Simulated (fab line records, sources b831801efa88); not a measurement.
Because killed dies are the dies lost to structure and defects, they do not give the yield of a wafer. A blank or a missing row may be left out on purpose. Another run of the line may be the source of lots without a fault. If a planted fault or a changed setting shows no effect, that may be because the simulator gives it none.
fab line records	flow gf180mcu
record lots=14	wafers=41	last_day=34
route steps=602 shown VT_IMPLANT@135 HV_LDD@184 SAB@264 CONTACT@310
lots with no fault: from the same line, run without faults
start_h: the number of hours between the record's first day and the start of the first shown wafer of the lot	wait_h: hours since the lot's step before	" as in the row above	L1.1+2: one row covering several wafers at once	- no value present, or no start provided	* or withheld: withheld	< > ~ a bound
route shown NAME@n: a module of which the file shows steps, and the number in the route of the first	usual: mean/standard deviation taken from wafers without a fault	same: alike in all rows	chamber/n: place in a boat	sites: each site's reading	_std_site: standard deviation across them	_edge_site: inner sites' mean taken away from outer sites' mean	radius_mm: how far each site lies from the wafer's centre	mask NAME#n: copy n	behind: the last tool/chamber to shape the wafer	hold: why the lot went on hold/how many hours it stayed there/how the hold came to an end	device: transistor that didn't switch, given as n, p or np	end of line: the tests these same wafers got at the end of their route	where a step has no rows: the recipe by itself	killed: not the wafer's yield, but the dies lost to structure and defects at the first sort	map: a wafer's dies, x killed, . not, _ none there
set.NAME: setting as actually run; set.NAME@STEP: the setting as run at that earlier step	model.NAME: the simulator's own value behind a step, which no gauge read
one table for each step of the route and one row for each wafer, over a sample of lots
services: the hour from which a tool's chamber was out of use, counted from the record's first day as start_h (under 0 if before that day), plus the number of hours and why
## steps
# step GF_VT_IMPLANT_RTA_45
# recipe temp_c=1050	time_s=30	ambient=N2
# usual lamp_power_pct=32.1/0.8	wafer_temp_C_max=1056.5/3
lot.wafer	tool	chamber	start_h	wait_h	lamp_power_pct	wafer_temp_C_max
L129.1	rtp_anneal-01	0	154.26	0.0	32.9	1053.9
L129.2	"	0	"	"	32.9	1053.0
L129.3	"	0	"	"	32.8	1053.8
L130.1	rtp_anneal-02	0	161.96	0.0	31.3	1057.9
L130.2	"	0	"	"	31.4	1057.7
L130.6	"	0	"	"	31.3	1060.6
L131.1	rtp_anneal-01	0	168.61	0.0	32.9	1054.8
L131.2	"	0	"	"	32.9	1054.6
L131.4	"	0	"	"	32.9	1053.9
L132.1	rtp_anneal-01	0	175.80	0.0	32.9	1053.8
L132.3	"	0	"	"	32.9	1053.9
L132.6	"	0	"	"	32.9	1054.3
L133.1	rtp_anneal-02	0	181.80	0.0	31.4	1057.0
L133.3	"	0	"	"	31.3	1059.0
L133.6	"	0	"	"	31.3	1059.7
L134.1	rtp_anneal-01	0	187.06	0.0	32.9	1053.9
L134.4	"	0	"	"	33.0	1053.5
L134.5	"	0	"	"	33.0	1054.1
L135.3	rtp_anneal-02	0	194.74	0.0	31.3	1061.0
L135.4	"	0	"	"	31.3	1060.3
L135.6	"	0	"	"	31.3	1060.1
L136.1	rtp_anneal-02	0	199.41	0.0	31.3	1061.5
L136.2	"	0	"	"	31.3	1058.5
L136.6	"	0	"	"	31.3	1058.4
L137.2	rtp_anneal-02	0	209.25	0.0	31.3	1058.1
L137.3	"	0	"	"	31.3	1056.7
L137.5	"	0	"	"	31.4	1061.0
L145.3	rtp_anneal-01	0	260.09	0.0	32.9	1053.5
L145.5	"	0	"	"	32.9	1054.8
L146.1	rtp_anneal-02	0	268.65	0.0	31.3	1058.8
L146.2	"	0	"	"	31.4	1059.7
L146.3	"	0	"	"	31.3	1057.4
L148.1	rtp_anneal-02	0	284.10	0.0	31.3	1058.5
L148.3	"	0	"	"	31.3	1058.5
L148.4	"	0	"	"	31.3	1062.2
L150.1	rtp_anneal-01	0	304.95	0.0	32.9	1054.5
L150.4	"	0	"	"	32.9	1052.2
L150.5	"	0	"	"	32.9	1052.9
L151.3	rtp_anneal-02	0	314.51	0.0	31.3	1058.7
L151.4	"	0	"	"	31.3	1058.7
L151.5	"	0	"	"	31.3	1058.2
# step GF_HV_LDD_OVL_MEAS_08
# usual HV_LDD_OVL=0.5/1.5
lot.wafer	tool	chamber	start_h	wait_h	HV_LDD_OVL[nm]
L129.1	overlay-01	-	215.60	0.1	-0.3
L129.2	"	-	"	"	1.2
L129.3	"	-	"	"	0.4
L130.1	overlay-01	-	224.90	0.1	0.1
L130.2	"	-	"	"	0.2
L130.6	"	-	"	"	-1.2
L131.1	overlay-01	-	231.15	0.1	3.0
L131.2	"	-	"	"	1.2
L131.4	"	-	"	"	1.6
L132.1	overlay-02	-	238.07	0.1	-2.2
L132.3	"	-	"	"	-1.1
L132.6	"	-	"	"	-1.5
L133.1	overlay-01	-	242.82	0.1	-0.8
L133.3	"	-	"	"	-0.8
L133.6	"	-	"	"	0.4
L134.1	overlay-02	-	247.75	0.1	-0.2
L134.4	"	-	"	"	-1.0
L134.5	"	-	"	"	1.3
L135.3	overlay-02	-	254.96	0.1	2.5
L135.4	"	-	"	"	1.5
L135.6	"	-	"	"	3.1
L136.1	overlay-01	-	264.05	0.1	1.2
L136.2	"	-	"	"	0.7
L136.6	"	-	"	"	2.5
L137.2	overlay-02	-	271.60	0.1	1.9
L137.3	"	-	"	"	2.2
L137.5	"	-	"	"	1.7
L145.3	overlay-02	-	326.40	0.1	-2.2
L145.5	"	-	"	"	0.3
L146.1	overlay-01	-	341.42	0.1	0.4
L146.2	"	-	"	"	-4.5
L146.3	"	-	"	"	0.3
L148.1	overlay-01	-	353.90	0.1	-0.1
L148.3	"	-	"	"	1.1
L148.4	"	-	"	"	-0.6
L150.1	overlay-01	-	377.32	0.1	-1.2
L150.4	"	-	"	"	-0.4
L150.5	"	-	"	"	-0.7
L151.3	overlay-02	-	389.68	0.1	2.2
L151.4	"	-	"	"	-0.4
L151.5	"	-	"	"	2.8
# step GF_SAB_CVD_00
# recipe material=SiO2	target_thk_nm=50	precursor=TEOS	temp_c=400	time_s=4.9302	rf_w=600
# usual heater_power_w=612/84	rf_fwd_power_W=588/3
lot.wafer	tool	chamber	start_h	wait_h	heater_power_w	rf_fwd_power_W
L129.1	pecvd-01	0	316.48	0.1	750	589
L129.2	"	1	"	"	445	594
L129.3	"	2	"	"	521	585
L130.1	pecvd-01	0	325.82	0.1	615	590
L130.2	"	1	"	"	496	593
L130.6	"	0	"	"	617	590
L131.1	pecvd-02	1	333.36	0.1	689	589
L131.2	"	0	"	"	628	591
L131.4	"	0	"	"	632	592
L132.1	pecvd-02	1	342.44	0.1	633	590
L132.3	"	0	"	"	695	589
L132.6	"	2	"	"	666	591
L133.1	pecvd-03	1	347.37	0.1	499	589
L133.3	"	2	"	"	637	587
L133.6	"	1	"	"	502	589
L134.1	pecvd-02	1	353.67	0.1	566	589
L134.4	"	2	"	"	684	590
L134.5	"	0	"	"	654	590
L135.3	pecvd-01	2	364.47	0.1	522	586
L135.4	"	2	"	"	524	581
L135.6	"	1	"	"	474	589
L136.1	pecvd-02	0	371.41	0.1	681	589
L136.2	"	1	"	"	692	587
L136.6	"	0	"	"	689	588
L137.2	pecvd-02	2	380.42	0.1	662	594
L137.3	"	1	"	"	607	590
L137.5	"	0	"	"	657	589
L145.3	pecvd-03	1	445.36	0.1	556	585
L145.5	"	0	"	"	714	586
L146.1	pecvd-03	0	468.31	0.1	676	586
L146.2	"	2	"	"	718	588
L146.3	"	1	"	"	525	583
L148.1	pecvd-01	0	475.96	0.1	711	589
L148.3	"	2	"	"	539	587
L148.4	"	0	"	"	691	587
L150.1	pecvd-01	1	501.61	0.1	497	589
L150.4	"	0	"	"	616	590
L150.5	"	2	"	"	491	587
L151.3	pecvd-01	2	513.52	0.1	548	587
L151.4	"	0	"	"	718	590
L151.5	"	2	"	"	557	585
# step GF_SAB_THK_MEAS_01
# recipe reads=SiO2_of_SAB_CVD_00
# usual SAB_CVD_00_THK=49.8/0.68
lot.wafer	tool	chamber	start_h	wait_h	SAB_CVD_00_THK[nm]
L129.1	film_metro-03	-	316.50	0.0	49.8
L129.2	"	-	"	"	49.4
L129.3	"	-	"	"	49.4
L130.1	film_metro-03	-	325.84	0.0	49.8
L130.2	"	-	"	"	49.2
L130.6	"	-	"	"	50.3
L131.1	film_metro-03	-	333.39	0.0	48.8
L131.2	"	-	"	"	49.1
L131.4	"	-	"	"	50.1
L132.1	film_metro-01	-	342.46	0.0	49.4
L132.3	"	-	"	"	49.7
L132.6	"	-	"	"	51.2
L133.1	film_metro-03	-	347.39	0.0	49.3
L133.3	"	-	"	"	50.5
L133.6	"	-	"	"	50.4
L134.1	film_metro-01	-	353.69	0.0	48.7
L134.4	"	-	"	"	50.3
L134.5	"	-	"	"	49.8
L135.3	film_metro-03	-	364.50	0.0	49.2
L135.4	"	-	"	"	49.3
L135.6	"	-	"	"	49.2
L136.1	film_metro-04	-	371.43	0.0	49.2
L136.2	"	-	"	"	48.4
L136.6	"	-	"	"	49.2
L137.2	film_metro-04	-	380.45	0.0	50.0
L137.3	"	-	"	"	49.0
L137.5	"	-	"	"	50.8
L145.3	film_metro-03	-	445.40	0.0	83.0
L145.5	"	-	"	"	51.1
L146.1	film_metro-04	-	468.33	0.0	49.8
L146.2	"	-	"	"	49.0
L146.3	"	-	"	"	82.4
L148.1	film_metro-03	-	475.98	0.0	50.8
L148.3	"	-	"	"	50.1
L148.4	"	-	"	"	51.1
L150.1	film_metro-03	-	501.63	0.0	49.6
L150.4	"	-	"	"	50.8
L150.5	"	-	"	"	50.0
L151.3	film_metro-04	-	513.56	0.0	48.4
L151.4	"	-	"	"	50.7
L151.5	"	-	"	"	49.6
# step GF_CONTACT_SPUTTER_23
# recipe material=TiN	target_thk_nm=10	chamber_pressure_pa=5	power_w=4000	time_s=40
# usual throttle_valve_pct=29.8/0.81
lot.wafer	tool	chamber	start_h	wait_h	throttle_valve_pct
L129.1	pvd_sputter-01	-	360.43	0.0	29.0
L129.2	"	-	"	"	30.0
L129.3	"	-	"	"	31.0
L130.1	pvd_sputter-04	-	371.13	0.0	30.4
L130.2	"	-	"	"	29.8
L130.6	"	-	"	"	29.0
L131.1	pvd_sputter-04	-	378.58	0.0	30.5
L131.2	"	-	"	"	28.9
L131.4	"	-	"	"	30.2
L132.1	pvd_sputter-04	-	388.91	0.0	30.2
L132.3	"	-	"	"	29.7
L132.6	"	-	"	"	30.5
L133.1	pvd_sputter-02	-	393.86	0.0	30.3
L133.3	"	-	"	"	29.0
L133.6	"	-	"	"	28.8
L134.1	pvd_sputter-02	-	401.76	0.0	29.2
L134.4	"	-	"	"	31.3
L134.5	"	-	"	"	31.3
L135.3	pvd_sputter-01	-	413.41	0.0	28.4
L135.4	"	-	"	"	30.0
L135.6	"	-	"	"	29.2
L136.1	pvd_sputter-01	-	420.00	0.0	29.9
L136.2	"	-	"	"	29.3
L136.6	"	-	"	"	30.1
L137.2	pvd_sputter-04	-	429.02	0.0	30.2
L137.3	"	-	"	"	29.5
L137.5	"	-	"	"	29.7
L145.3	pvd_sputter-01	-	495.81	0.0	29.6
L145.5	"	-	"	"	31.0
L146.1	pvd_sputter-01	-	517.90	0.0	29.7
L146.2	"	-	"	"	29.6
L146.3	"	-	"	"	30.8
L148.1	pvd_sputter-04	-	524.45	0.0	28.4
L148.3	"	-	"	"	30.1
L148.4	"	-	"	"	29.7
L150.1	pvd_sputter-04	-	548.97	0.0	28.7
L150.4	"	-	"	"	30.3
L150.5	"	-	"	"	30.4
L151.3	pvd_sputter-04	-	560.31	0.0	30.6
L151.4	"	-	"	"	28.7
L151.5	"	-	"	"	29.3
## services
tool	chamber	start_h	hours	kind
pecvd-02	-	147.77	5.5	pm
pecvd-02	-	160.62	14.0	pm
pecvd-03	1	162.29	5.0	repair
pecvd-01	1	222.81	5.0	repair
pecvd-01	0	231.71	5.9	repair
pvd_sputter-04	-	233.67	7.7	repair
pecvd-01	0	236.48	-	calibration
pecvd-02	-	239.78	1.7	repair
pecvd-03	2	264.51	4.7	repair
rtp_anneal-01	-	266.30	1.4	pm
pecvd-02	2	326.31	9.9	repair
pecvd-03	2	348.08	7.1	repair
pecvd-02	-	362.33	2.8	pm
pvd_sputter-04	1	421.91	-	consumable_replace:kit
pvd_sputter-04	1	421.91	18.0	scheduled_down
pvd_sputter-04	1	421.91	18.0	vent_cycle
pvd_sputter-02	-	427.91	0.9	repair
rtp_anneal-02	-	446.46	5.2	pm
pvd_sputter-02	-	463.98	2.9	repair
pvd_sputter-02	-	488.11	0.9	repair
rtp_anneal-01	-	493.05	3.9	pm
pecvd-02	-	502.31	1.0	repair
pvd_sputter-01	-	530.51	1.1	repair
pecvd-03	-	541.11	0.4	repair
## key
first_sign step=GF_SAB_THK_MEAS_01	reading=SAB_CVD_00_THK	direction=up	sigmas=48	usual=49.8	struck=82.7
effect none on later readings
met_at GF_SAB_CVD_00
struck_lots L145,L146
struck_wafers L145.3,L146.3
tester_left_out L145,L146
not_acting_at GF_VT_IMPLANT_RTA_45,GF_HV_LDD_OVL_MEAS_08,GF_CONTACT_SPUTTER_23
onset_between 347.37 445.36
fault kind=process_parameter_drift	tool=pecvd-03	chamber=-	onset_h=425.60	steps=GF_SAB_CVD_00	channel=target_thk_nm	offset=33.895	shape=step	end_h=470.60	scope=struck_wafers_only	acts_in=these_recipes_only	stated=50
# tester_left_out: of these lots the tester's yield and bins aren't shown, on N5 and GAA mostly nor the transistor test; their killed dies are dies lost to structure and defects alone, not to doping, threshold or leakage, so they don't give the yield
